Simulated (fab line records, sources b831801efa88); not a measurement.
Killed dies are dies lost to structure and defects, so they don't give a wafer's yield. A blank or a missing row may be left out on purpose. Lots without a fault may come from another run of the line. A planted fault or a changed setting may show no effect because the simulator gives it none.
Chamber matching | flow gf180mcu | GF_V4_ETCH_16 on rie_diel-01: 4 sister chambers
The step etches BARC in N2/H2. 7 wafers are shown with their chamber, then 7 later ones without.

WAFERS WITH THEIR CHAMBER
wafer  | chamber | rf_fwd_power_W (W) | oes_product_au (a.u.)
L585.4 | 3       | 494.6              | 0.857
L586.6 | 1       | 494.3              | 0.852
L599.4 | 1       | 495.5              | 0.855
L599.5 | 3       | 494.0              | 0.861
L599.6 | 0       | 494.5              | 0.861
L600.3 | 0       | 494.0              | 0.855
L600.4 | 2       | 494.2              | 0.856

WAFERS WITHOUT THEIR CHAMBER
wafer  | rf_fwd_power_W (W) | oes_product_au (a.u.)
L600.6 | 492.5              | 0.857
L604.1 | 497.0              | 0.859
L604.4 | 492.0              | 0.850
L604.5 | 495.2              | 0.845
L605.1 | 494.5              | 0.858
L605.4 | 496.0              | 0.856
L605.5 | 494.4              | 0.856

WHICH CHAMBER EACH WENT THROUGH
wafer  | from the rows above               | in truth
L600.6 | can't be placed: 2 or 0 or 3 or 1 | 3
L604.1 | can't be placed: 1 or 3 or 0 or 2 | 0
L604.4 | can't be placed: 2 or 0 or 3 or 1 | 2
L604.5 | can't be placed: 1 or 2 or 0 or 3 | 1
L605.1 | can't be placed: 0 or 3 or 2 or 1 | 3
L605.4 | can't be placed: 1 or 3 or 0 or 2 | 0
L605.5 | can't be placed: 2 or 0 or 3 or 1 | 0
Placed correctly: 0 of 7. Can't be placed from these rows: 7 (the true chamber is among the candidates in 7). Placed wrongly: 0.
How it was worked out, from the rows above alone: a wafer's distance from a chamber is the root of the sum, over the readings, of the square of ((its reading less the chamber's mean) divided by the reading's scatter). The wafer belongs to the nearest chamber; if the next one is less than 2 further off, it can't be placed. A chamber's mean is the mean of its shown wafers. The scatter: the root of (the sum of the squares of (reading less its chamber's mean) over the shown wafers, divided by (wafers less chambers)).
